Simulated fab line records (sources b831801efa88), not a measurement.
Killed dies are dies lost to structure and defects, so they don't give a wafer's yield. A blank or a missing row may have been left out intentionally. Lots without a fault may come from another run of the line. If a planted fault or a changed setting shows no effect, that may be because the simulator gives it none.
Which of the tools did it? + flow sky130 + 6 lots, 18 wafers sampled, at 1 step of a route of 708

WHAT THE GAUGES READ, wafer by wafer
SKY_VT_ADJUST_LVTN_TW_MEAS_21.
| lot  | measured     | on            | VT_ADJUST_LVTN_2_TW |
|------|--------------|---------------|---------------------|
| L641 | day 9 01:38  | film_metro-01 | 191.7 190.5 191.5   |
| L643 | day 9 14:29  | film_metro-01 | 190.2 190.3 190.5   |
| L648 | day 10 16:59 | film_metro-02 | 186.0 185.4 186.2   |
| L654 | day 12 05:14 | film_metro-04 | 187.1 186.8 186.7   |
| L656 | day 12 17:53 | film_metro-01 | 191.2 190.7 189.9   |
| L660 | day 14 07:43 | film_metro-04 | 186.9 186.5 186.9   |

WHICH TOOL RAN EACH LOT (tool, then ch and the chambers of the sampled wafers, then the start)
There is no process step in the record ahead of these readings.

THE ANSWER, worked out from the rows above alone
Rule: the lots themselves supply what counts as usual. The widest of any qualifying gaps counts: lots, ordered by their means at a reading, are off when they make up no more than a third of the lots, leave a main group of 4 or more, and stand apart from it by 3 or more times the standard deviation of that group's means. The tables above print the reading to a certain number of digits; a main group whose means all agree to those digits is not used. A lot without any number at a reading at which 4 lots or more have one is off too. Any other lot the step has rows for is counted as sound.
No lot is off at any reading shown: from this, nothing can be told.

WHAT THE SIMULATOR HAD PUT IN
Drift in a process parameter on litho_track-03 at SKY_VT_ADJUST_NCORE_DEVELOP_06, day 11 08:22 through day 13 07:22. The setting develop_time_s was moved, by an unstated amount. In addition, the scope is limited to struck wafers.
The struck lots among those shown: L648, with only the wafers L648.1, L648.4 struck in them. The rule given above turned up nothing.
